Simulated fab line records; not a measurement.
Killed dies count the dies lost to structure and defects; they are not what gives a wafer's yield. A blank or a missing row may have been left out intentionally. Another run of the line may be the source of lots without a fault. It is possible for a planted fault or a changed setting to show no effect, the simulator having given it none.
Matching of chambers    flow gf180mcu    GF_CONTACT_CMP_04 on cmp-02: 4 sister chambers
The step polishes SiO2. 8 wafers are shown with their chamber, then 9 later ones without.

## WAFERS, EACH WITH ITS CHAMBER
wafer   chamber  motor_current_A (A)  time_to_endpoint_s (s)
L974.5  2        11.0                 106
L975.3  2        10.8                 105
L978.1  3        12.8                 106
L978.5  1        11.7                 108
L978.6  0        12.3                 109
L981.1  1        11.5                 111
L981.2  0        12.4                 111
L981.3  3        11.7                 116

## WAFERS WHOSE CHAMBER IS MISSING
wafer   motor_current_A (A)  time_to_endpoint_s (s)
L987.2  11.1                 112
L987.4  11.6                 123
L987.5  11.0                 119
L989.1  11.9                 117
L989.2  13.1                 123
L989.3  11.7                 116
L991.2  12.1                 113
L991.3  12.2                 115
L991.5  11.4                 116

## WHICH CHAMBER EACH ONE RAN IN
wafer   from the rows above                in truth
L987.2  can't be placed: 1 or 2 or 3 or 0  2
L987.4  can't be placed: 3 or 1 or 0 or 2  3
L987.5  can't be placed: 1 or 2 or 3 or 0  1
L989.1  can't be placed: 3 or 1 or 0       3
L989.2  can't be placed: 3 or 0 or 1       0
L989.3  can't be placed: 1 or 3 or 0 or 2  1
L991.2  can't be placed: 3 or 0 or 1       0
L991.3  can't be placed: 3 or 0 or 1       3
L991.5  can't be placed: 1 or 3 or 0 or 2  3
Correct placement for 0 of the 9. These rows do not allow placing 9 (true chamber among the candidates in 9). 0 placed wrongly.
How it was worked out, from the rows above alone: a wafer's distance from a chamber is the root of the sum, over the readings, of the square of ((its reading less the chamber's mean) divided by the reading's scatter). The wafer belongs to the nearest chamber; if the next one is less than 2 further off, it can't be placed. The mean given for a chamber averages the wafers shown for that chamber. The scatter is the square root of a quotient: the sum, over the shown wafers, of each reading's squared deviation from its chamber's mean, divided by wafers minus chambers.
